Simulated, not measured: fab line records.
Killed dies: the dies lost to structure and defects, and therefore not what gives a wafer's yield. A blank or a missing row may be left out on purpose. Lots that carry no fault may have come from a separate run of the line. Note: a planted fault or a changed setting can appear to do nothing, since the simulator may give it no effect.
fab line records | flow gf180mcu
record: lots: 11 wafers: 31 last_day: 34
route steps=602 shown CONTACT@289 M1@331
lots with no fault: from the same line, run without faults
start_h: the number of hours between the record's first day and the start of the first shown wafer of the lot | wait_h: hours since the lot's step before | " unchanged from the row above | L1.1+2: a row that stands for several wafers | - no value, or no start was given | * or withheld: withheld | < > ~ a bound
route shown NAME@n: NAME is a module with steps in the file, n the number in the route of the first one | usual: mean/standard deviation taken from wafers without a fault | same: alike in all rows | chamber/n: place in a boat | sites: the reading at each site | _std_site: the values' standard deviation | _edge_site: mean of outer sites minus mean of inner sites | radius_mm: for every site, how far away it sits from the centre of the wafer | mask NAME#n: copy n | behind: tool/chamber where the wafer was last shaped | hold: why the lot went on hold/how many hours it stayed there/how the hold came to an end | device: which transistor (n, p or np) failed to switch | end of line: the route-end tests of the same wafers | a step with no rows: only its recipe | killed: dies lost to structure and defects at the first sort, not the wafer's yield | map: a wafer's dies, marking killed ones x, the rest . and places with no die _
set.NAME: the setting as run; set.NAME@STEP: as run at that earlier step | model.NAME: the simulator's own value behind a step, which no gauge read
a sample of lots followed through the steps of the route, with each step as a table and each wafer as a row
services: when a tool's chamber went out of use (start_h, in hours from the record's first day, below 0 if earlier), for how many hours, and the reason
== steps ==
step: GF_CONTACT_CVD_02
recipe: material: SiO2 target_thk_nm: 860 precursor: TEOS temp_c: 400 time_s: 95.992 rf_w: 600
usual: heater_power_w: 723/95 susceptor_temp_C: 399.97/0.19
columns lot.wafer tool chamber start_h wait_h heater_power_w susceptor_temp_C
L431.4 pecvd-03 1 334.17 0.1 575 399.91
L431.5 " 2 " " 879 400.17
L431.6 " 0 " " 760 399.76
L432.1 pecvd-03 0 342.99 0.1 755 399.89
L432.2 " 2 " " 818 399.58
L432.4 " 1 " " 568 400.08
L434.1 pecvd-01 0 361.76 0.1 695 400.01
L434.3 " 2 " " 723 399.73
L434.5 " 1 " " 725 399.82
L435.5 pecvd-04 1 367.19 0.0 645 399.93
L435.6 " 2 " " 721 400.10
L436.2 pecvd-01 1 373.63 0.0 679 399.62
L436.3 " 1 " " 727 399.79
L436.4 " 2 " " 728 399.89
L437.1 pecvd-04 2 386.66 0.1 876 400.04
L437.3 " 1 " " 603 400.06
L437.6 " 0 " " 563 400.07
L438.1 pecvd-03 0 410.50 0.1 677 399.91
L438.2 " 1 " " 708 400.19
L438.5 " 1 " " 711 400.21
L444.1 pecvd-03 0 471.06 0.1 745 400.00
L444.3 " 2 " " 961 399.67
L444.5 " 0 " " 773 399.85
L449.2 pecvd-04 1 502.41 0.0 596 400.10
L449.5 " 1 " " 628 400.23
L451.1 pecvd-03 1 508.79 0.1 695 400.31
L451.2 " 0 " " 806 400.28
L451.3 " 2 " " 843 400.05
L452.1 pecvd-01 0 517.00 0.1 713 399.96
L452.3 " 2 " " 757 400.25
L452.5 " 1 " " 681 400.16
step: GF_CONTACT_ETCH_16
recipe: chemistry: N2/H2 target_depth_a: withheld overetch_a: withheld time_s: withheld target: BARC ion_energy_ev: 200 source_w: 500 bias_w: 100 pressure_mtorr: 30 n2_flow_sccm: 100 h2_flow_sccm: 200
usual: chamber_pressure_mTorr: 29.998/0.027 drypump_motor_current_A: 5.7/0.44 h2_flow_sccm: 200.0/0.67 oes_product_au: 0.855/0.0055 throttle_valve_pct: 13.225/0.0097
columns lot.wafer tool chamber start_h wait_h chamber_pressure_mTorr drypump_motor_current_A h2_flow_sccm oes_product_au throttle_valve_pct
L431.4 rie_diel-04 1 356.72 0.0 29.932 5.6 199.4 0.855 13.236
L431.5 " 1 " " 30.043 5.6 199.8 0.852 13.239
L431.6 " 0 " " 30.008 5.3 199.5 0.860 13.216
L432.1 rie_diel-01 3 365.79 0.0 29.984 6.0 200.5 0.856 13.215
L432.2 " 1 " " 29.970 5.2 200.5 0.855 13.215
L432.4 " 2 " " 29.983 6.5 200.9 0.855 13.209
L434.1 rie_diel-04 0 384.68 0.0 30.021 5.3 199.7 0.854 13.227
L434.3 " 2 " " 29.978 6.3 200.2 0.857 13.224
L434.5 " 2 " " 29.987 6.3 199.8 0.854 13.216
L435.5 rie_diel-03 2 389.50 0.0 29.980 5.8 199.1 0.866 13.208
L435.6 " 1 " " 30.025 4.9 199.8 0.847 13.233
L436.2 rie_diel-01 2 396.68 0.0 29.969 6.5 199.8 0.854 13.235
L436.3 " 0 " " 29.985 5.4 201.5 0.861 13.218
L436.4 " 1 " " 29.951 5.2 200.0 0.847 13.238
L437.1 rie_diel-01 2 411.57 0.0 30.001 6.5 199.4 0.856 13.230
L437.3 " 3 " " 29.996 6.0 199.3 0.845 13.252
L437.6 " 1 " " 29.973 5.2 200.6 0.857 13.229
L438.1 rie_diel-03 2 434.77 0.0 29.932 5.8 200.0 0.855 13.227
L438.2 " 3 " " 29.977 5.9 200.3 0.854 13.228
L438.5 " 2 " " 29.989 5.8 200.4 0.852 13.205
L444.1 rie_diel-03 0 496.03 0.0 29.999 5.9 200.6 0.853 13.226
L444.3 " 1 " " 30.060 4.9 199.4 0.861 13.226
L444.5 " 0 " " 29.990 5.9 200.1 0.846 13.234
L449.2 rie_diel-01 3 525.72 0.0 30.008 6.0 200.0 0.853 13.215
L449.5 " 2 " " 29.992 6.5 200.7 0.843 13.209
L451.1 rie_diel-03 0 532.88 0.0 30.002 5.9 200.2 0.849 13.226
L451.2 " 3 " " 29.964 5.9 199.7 0.860 13.228
L451.3 " 2 " " 29.993 5.8 202.0 0.855 13.230
L452.1 rie_diel-01 0 541.48 0.0 29.973 5.4 200.4 0.854 13.217
L452.3 " 2 " " 30.020 6.5 200.2 0.855 13.236
L452.5 " 3 " " 30.027 6.0 199.7 0.850 13.234
step: GF_CONTACT_ETCH_17
recipe: chemistry: C4F8/O2/Ar mask_material: KrF target: SiO2 stop_on: CoSi2 source_w: 1500 bias_w: 1200 pressure_mtorr: 40 c4f8_flow_sccm: withheld O2_flow_sccm: 6 Ar_flow_sccm: 300 time_s: withheld target_depth_a: 8600
usual: chamber_pressure_mTorr: 40.00/0.035 oes_product_au: 0.817/0.0051
columns lot.wafer tool chamber start_h wait_h chamber_pressure_mTorr oes_product_au
L431.4 rie_diel-04 1 - - 39.98 0.811
L431.5 " 1 " " 40.08 0.816
L431.6 " 0 " " 40.02 0.823
L432.1 rie_diel-01 3 - - 40.04 0.812
L432.2 " 1 " " 39.95 0.821
L432.4 " 2 " " 40.00 0.814
L434.1 rie_diel-04 0 - - 40.00 0.815
L434.3 " 2 " " 39.99 0.822
L434.5 " 2 " " 40.02 0.820
L435.5 rie_diel-03 2 - - 39.97 0.825
L435.6 " 1 " " 39.98 0.819
L436.2 rie_diel-01 2 - - 39.95 0.807
L436.3 " 0 " " 39.98 0.826
L436.4 " 1 " " 39.96 0.806
L437.1 rie_diel-01 2 - - 39.99 0.823
L437.3 " 3 " " 40.00 0.814
L437.6 " 1 " " 40.02 0.818
L438.1 rie_diel-03 2 - - 40.00 0.823
L438.2 " 3 " " 40.05 0.824
L438.5 " 2 " " 39.93 0.819
L444.1 rie_diel-03 0 - - 39.93 0.823
L444.3 " 1 " " 39.93 0.820
L444.5 " 0 " " 39.98 0.819
L449.2 rie_diel-01 3 - - 40.00 0.816
L449.5 " 2 " " 39.97 0.816
L451.1 rie_diel-03 0 - - 39.99 0.817
L451.2 " 3 " " 40.00 0.821
L451.3 " 2 " " 39.98 0.819
L452.1 rie_diel-01 0 - - 39.96 0.813
L452.3 " 2 " " 40.02 0.809
L452.5 " 3 " " 40.04 0.806
step: GF_M1_METAL_ETCH_16
recipe: chemistry: Cl2/BCl3 mask_material: KrF target_depth_nm: 750.8 stop_on: SiO2 pressure_mtorr: 8 icp_w: 800 bias_w: 140 Cl2_flow_sccm: 80 bcl3_flow_sccm: 40 time_s: 125.1
usual: chamber_pressure_mTorr: 8.000/0.009 drypump_motor_current_A: 5.8/0.45 oes_product_au: 0.988/0.0087 run_length_s: 153.3/0.35 throttle_valve_pct: 28.232/0.012
columns lot.wafer tool chamber start_h wait_h chamber_pressure_mTorr drypump_motor_current_A oes_product_au rf_hours_counter_h run_length_s throttle_valve_pct
L431.4 rie_metal-04 0 380.43 0.1 8.000 5.4 0.984 - 153.1 28.235
L431.5 " 0 " " 8.007 5.4 0.994 - 153.2 28.263
L431.6 " 1 " " 7.991 5.8 0.996 - 153.7 28.201
L432.1 rie_metal-03 0 389.32 0.0 7.996 6.4 0.993 8 152.8 28.233
L432.2 " 1 " " 7.984 6.0 0.987 2 153.4 28.237
L432.4 " 0 " " 7.992 6.5 0.986 - 153.3 28.216
L434.1 rie_metal-03 0 409.73 0.0 7.947 6.5 0.987 8 152.8 28.247
L434.3 " 0 " " 7.992 6.5 0.989 - 153.2 28.238
L434.5 " 1 " " 8.013 6.0 0.980 - 152.9 28.247
L435.5 rie_metal-01 1 414.17 0.1 7.994 5.5 0.983 - 153.6 28.240
L435.6 " 0 " " 8.005 5.2 0.970 - 153.5 28.250
L436.2 rie_metal-04 0 422.20 0.0 7.997 5.4 0.991 6 153.5 28.228
L436.3 " 0 " " 8.013 5.4 0.992 - 153.3 28.239
L436.4 " 1 " " 7.985 5.8 1.000 - 153.8 28.211
L437.1 rie_metal-03 0 436.53 0.0 7.988 6.5 0.992 9 152.8 28.234
L437.3 " 0 " " 8.005 6.5 0.999 - 152.9 28.220
L437.6 " 1 " " 8.010 6.0 0.987 - 153.7 28.238
L438.1 rie_metal-03 1 460.68 0.0 8.011 6.0 1.003 3 153.0 28.217
L438.2 " 0 " " 8.012 6.5 0.996 10 152.8 28.231
L438.5 " 0 " " 7.993 6.4 0.993 - 152.9 28.231
L444.1 rie_metal-03 1 521.18 0.0 8.021 6.0 0.993 5 153.1 28.227
L444.3 " 1 " " 7.996 6.0 0.990 - 153.2 28.220
L444.5 " 1 " " 8.008 6.0 1.015 - 139.5 28.194
L449.2 rie_metal-01 0 550.16 0.0 7.993 5.1 0.982 11 153.5 28.248
L449.5 " 1 " " 7.999 5.5 0.993 - 153.8 28.211
L451.1 rie_metal-01 0 556.76 0.0 7.994 5.1 0.961 11 153.4 28.252
L451.2 " 1 " " 7.992 5.5 0.968 4 153.3 28.228
L451.3 " 0 " " 8.007 5.2 0.970 - 153.3 28.243
L452.1 rie_metal-01 1 564.78 0.0 8.002 5.5 0.986 4 153.4 28.227
L452.3 " 1 " " 8.012 5.5 0.990 - 153.5 28.229
L452.5 " 1 " " 7.997 5.5 0.989 - 153.3 28.222
step: GF_M1_STRIP_17
recipe: chemistry: O2/N2 power_w: 1400 pressure_mtorr: 1500 platen_temp_c: 250 o2_flow_sccm: 3000 n2_flow_sccm: 300 overash_fraction: 0.5
usual: chamber_pressure_mTorr: 1499.9/1.2 drypump_motor_current_A: 5.48/0.18 heater_power_w: 340/49 oes_product_au: 0.537/0.0054 strip_time_to_endpoint_s: 7.38/0.074
columns lot.wafer tool chamber start_h wait_h chamber_pressure_mTorr drypump_motor_current_A heater_power_w oes_product_au rf_hours_counter_h strip_time_to_endpoint_s
L431.4 plasma_asher-03 1 380.54 0.1 1501.2 5.36 291 0.533 - 7.43
L431.5 " 0 " " 1500.6 5.26 346 0.542 - 7.43
L431.6 " 1 " " 1499.3 5.36 296 0.540 - 7.28
L432.1 plasma_asher-01 1 389.45 0.1 1499.4 5.51 288 0.544 28 7.36
L432.2 " 0 " " 1502.9 5.66 399 0.535 28 7.36
L432.4 " 0 " " 1500.8 5.67 397 0.538 - 7.35
L434.1 plasma_asher-03 1 409.86 0.1 1501.9 5.36 283 0.527 62 7.36
L434.3 " 1 " " 1502.0 5.35 285 0.537 - 7.35
L434.5 " 0 " " 1498.1 5.24 348 0.540 - 7.40
L435.5 plasma_asher-03 1 414.28 0.1 1502.0 5.36 283 0.537 - 7.42
L435.6 " 0 " " 1499.7 5.32 353 0.551 - 7.59
L436.2 plasma_asher-01 0 422.33 0.1 1499.7 5.67 405 0.526 32 7.38
L436.3 " 0 " " 1500.5 5.67 382 0.542 - 7.38
L436.4 " 1 " " 1501.5 5.56 282 0.527 - 7.20
L437.1 plasma_asher-01 1 436.66 0.1 1500.2 5.51 285 0.532 34 7.34
L437.3 " 1 " " 1501.3 5.52 278 0.539 - 7.34
L437.6 " 0 " " 1499.3 5.66 404 0.536 - 7.38
L438.1 plasma_asher-01 0 460.81 0.1 1499.4 5.68 395 0.533 38 7.30
L438.2 " 1 " " 1497.3 5.53 284 0.536 38 7.36
L438.5 " 1 " " 1501.4 5.53 291 0.536 - 7.37
L444.1 plasma_asher-03 0 521.31 0.1 1499.7 5.34 352 0.538 74 7.31
L444.3 " 0 " " 1500.9 5.31 342 0.526 - 7.33
L444.5 " 0 " " 1501.5 5.30 352 0.543 - 7.61
L449.2 plasma_asher-03 1 550.29 0.1 1501.2 5.37 285 0.538 77 7.46
L449.5 " 1 " " 1500.2 5.38 285 0.537 - 7.37
L451.1 plasma_asher-01 0 556.89 0.1 1501.1 5.68 415 0.544 47 7.55
L451.2 " 1 " " 1499.4 5.54 282 0.529 47 7.41
L451.3 " 0 " " 1499.5 5.66 396 0.541 - 7.52
L452.1 plasma_asher-01 1 564.91 0.1 1500.0 5.55 282 0.534 47 7.34
L452.3 " 1 " " 1499.0 5.52 278 0.544 - 7.40
L452.5 " 0 " " 1501.1 5.68 405 0.540 - 7.34
== services ==
columns tool chamber start_h hours kind
rie_diel-01 3 333.43 2.3 repair
rie_diel-01 - 378.72 1.5 repair
rie_diel-04 0 390.37 5.8 repair
rie_diel-01 3 391.94 5.4 repair
pecvd-03 - 406.65 0.3 repair
plasma_asher-03 - 417.92 0.4 repair
plasma_asher-03 - 429.77 1.5 repair
rie_diel-03 - 439.83 0.2 repair
pecvd-03 2 448.24 3.8 repair
rie_diel-04 2 455.12 1.3 repair
rie_diel-03 - 455.21 2.8 pm
plasma_asher-03 - 458.52 15.6 pm
pecvd-03 - 459.31 2.8 pm
plasma_asher-01 - 466.46 10.0 pm
rie_diel-03 - 468.20 0.2 repair
plasma_asher-01 - 501.06 0.8 repair
rie_diel-01 - 504.53 2.8 pm
pecvd-03 1 509.64 18.4 repair
rie_diel-03 3 517.38 2.7 repair
rie_diel-03 1 531.09 19.2 repair
plasma_asher-01 - 533.27 14.0 repair
pecvd-03 2 534.54 8.6 repair
plasma_asher-03 - 553.73 2.8 pm
rie_diel-03 0 563.15 16.3 repair
== key ==
first_sign: step: GF_M1_METAL_ETCH_16 reading: run_length_s direction: down sigmas: 39 usual: * struck: *
effect: step: GF_M1_STRIP_17 reading: strip_time_to_endpoint_s direction: up sigmas: 3.1 usual: * struck: *
met_at GF_M1_METAL_ETCH_16
struck_lots L444
struck_wafers L444.5
not_acting_at GF_CONTACT_CVD_02,GF_CONTACT_ETCH_16,GF_CONTACT_ETCH_17
onset_between 460.68 521.18
fault: kind: process_parameter_drift tool: rie_metal-03 chamber: - onset_h: 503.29 steps: GF_M1_METAL_ETCH_16 channel: time_s offset: * shape: step end_h: 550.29 scope: struck_wafers_only acts_in: * stated: *
